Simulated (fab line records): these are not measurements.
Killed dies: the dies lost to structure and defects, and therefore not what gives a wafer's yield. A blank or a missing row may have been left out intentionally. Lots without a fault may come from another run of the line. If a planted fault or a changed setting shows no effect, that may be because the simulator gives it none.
Which of the tools did it?	flow sky130	Sampling: 10 lots, 30 wafers, 3 of 708 route steps

## WHAT THE GAUGES READ, wafer by wafer
SKY_VIA1_RS_MEAS_22: the measuring method here is four-point-probe.
lot	measured	on	VIA1_W_RS (ohm/sq)
L406	day 34 18:38	film_metro-02	0.430 0.432 0.426
L407	day 34 23:30	film_metro-02	0.437 0.432 0.642 0.437 0.431 0.643
L417	day 37 13:07	film_metro-03	0.428 0.428 0.431
L419	day 38 06:01	film_metro-04	0.429 0.435 0.431
L422	day 39 07:32	film_metro-02	0.433 0.436 0.426
L423	day 39 12:20	film_metro-02	0.427 0.432 0.428
L424	day 39 16:49	film_metro-04	0.430 0.434 0.430
L425	day 40 02:49	film_metro-02	0.432 0.427 0.431
L427	day 40 14:08	film_metro-03	0.432 0.427 0.437
L428	day 41 00:16	film_metro-04	0.439 0.431 0.437

## EACH LOT AND THE TOOL THAT RAN IT (in order: tool; ch and the chambers of the sampled wafers; start)
lot	SKY_POLY_CUT_STRIP_12	SKY_VIA1_CVD_21
L406	plasma_asher-03 ch 0,1, day 25 01:35	cvd_w-02 ch 0,1, day 34 18:31
L407	plasma_asher-03 ch 0,1, day 25 10:16	cvd_w-02 ch 0,1, day 34 23:22
L417	plasma_asher-03 ch 0,1, day 28 05:10	cvd_w-01 ch 0,1, day 37 13:02
L419	plasma_asher-03 ch 0,1, day 29 01:01	cvd_w-02 ch 0,1, day 38 05:55
L422	plasma_asher-01 ch 0,1, day 30 04:19	cvd_w-01 ch 0,1, day 39 07:26
L423	plasma_asher-01 ch 0,1, day 30 09:02	cvd_w-02 ch 0,1, day 39 12:14
L424	plasma_asher-03 ch 0,1, day 30 17:40	cvd_w-01 ch 0,1, day 39 16:43
L425	plasma_asher-01 ch 0,1, day 31 01:37	cvd_w-02 ch 0,1, day 40 02:44
L427	plasma_asher-04 ch 0,1, day 31 15:02	cvd_w-01 ch 0,1, day 40 14:02
L428	plasma_asher-01 ch 0,1, day 32 00:10	cvd_w-02 ch 0,1, day 41 00:09
- SKY_POLY_CUT_STRIP_12: strips in O2/N2.
- SKY_VIA1_CVD_21: deposits W, target thk 270 nm, time 80.902 s.

## THE ANSWER, worked out from the rows above alone
Rule: what is usual is taken from the lots themselves. The widest of any qualifying gaps counts: lots, ordered by their means at a reading, are off when they make up no more than a third of the lots, leave a main group of 4 or more, and stand apart from it by 3 or more times the standard deviation of that group's means. A main group is skipped when, at the precision printed for the reading in the tables above, its means are all equal. A lot without any number at a reading at which 4 lots or more have one is off too. Any other lot the step has rows for is counted as sound.
Off: L407, at SKY_VIA1_RS_MEAS_22 (VIA1_W_RS). The main group: mean 0.431 ohm/sq, standard deviation 0.002.
If a tool, at a process step before that reading, ran all the lots that are off and no sound lot after the first of them, it fits. Those tools and the gauges at SKY_VIA1_RS_MEAS_22 are tried in the same way. No candidate that was tried fits.

## WHAT THE SIMULATOR PUT IN
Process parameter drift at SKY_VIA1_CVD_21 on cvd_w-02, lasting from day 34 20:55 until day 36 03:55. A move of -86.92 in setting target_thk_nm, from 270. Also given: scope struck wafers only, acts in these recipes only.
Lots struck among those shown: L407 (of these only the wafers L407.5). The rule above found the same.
